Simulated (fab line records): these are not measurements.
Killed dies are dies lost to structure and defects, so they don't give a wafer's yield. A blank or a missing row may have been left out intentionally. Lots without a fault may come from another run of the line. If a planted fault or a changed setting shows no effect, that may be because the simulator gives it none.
Matching of chambers ; flow sky130 ; rie diel-03 running SKY_VIA3_ETCH_15: 4 sister chambers
The step etches SiO2 in C4F8/O2/Ar, stops on TiN, target depth 507 nm, time 78 s. 18 wafers are shown with their chamber, then 9 later ones without.

## EACH WAFER AND ITS CHAMBER
wafer;chamber;oes product au (a.u.)
L079.1;0;0.951
L079.2;2;0.945
L079.4;3;0.957
L085.4;2;0.945
L085.5;0;0.952
L085.6;3;0.946
L087.1;2;0.956
L087.3;0;0.954
L087.4;3;0.951
L090.2;3;0.944
L090.3;1;0.945
L090.4;2;0.950
L091.4;3;0.943
L091.5;3;0.945
L091.6;0;0.941
L093.3;2;0.946
L093.4;0;0.948
L093.5;2;0.949

SIGNATURES (averages over the wafers above)
reading;chamber 0;chamber 1;chamber 2;chamber 3;scatter within a chamber
oes product au;0.94920;0.94500;0.94850;0.94767;0.0049
Rule: a wafer's distance from a chamber is the root of the sum, over the readings, of the square of ((its reading less the chamber's mean) divided by the reading's scatter). The wafer belongs to the nearest chamber; if the next one is less than 2 further off, it can't be placed. The scatter is the square root of a quotient: the sum, over the shown wafers, of each reading's squared deviation from its chamber's mean, divided by wafers minus chambers.

## WAFERS WITH NO CHAMBER GIVEN
wafer;oes product au (a.u.)
L094.2;0.946
L094.3;0.948
L094.6;0.940
L095.2;0.952
L095.3;0.944
L095.6;0.953
L096.4;0.939
L096.5;0.948
L096.6;0.942

## EACH ONE'S CHAMBER
wafer;from the rows above;in truth
L094.2;can't be placed: 1 or 3 or 2 or 0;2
L094.3;can't be placed: 3 or 2 or 0 or 1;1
L094.6;can't be placed: 1 or 3 or 2 or 0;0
L095.2;can't be placed: 0 or 2 or 3 or 1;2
L095.3;can't be placed: 1 or 3 or 2 or 0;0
L095.6;can't be placed: 0 or 2 or 3 or 1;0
L096.4;can't be placed: 1 or 3 or 2 or 0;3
L096.5;can't be placed: 3 or 2 or 0 or 1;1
L096.6;can't be placed: 1 or 3 or 2 or 0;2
Correctly placed: 0 of 9. Unplaceable from these rows: 9, with the true chamber sitting among the candidates in 9. Wrongly placed: 0.
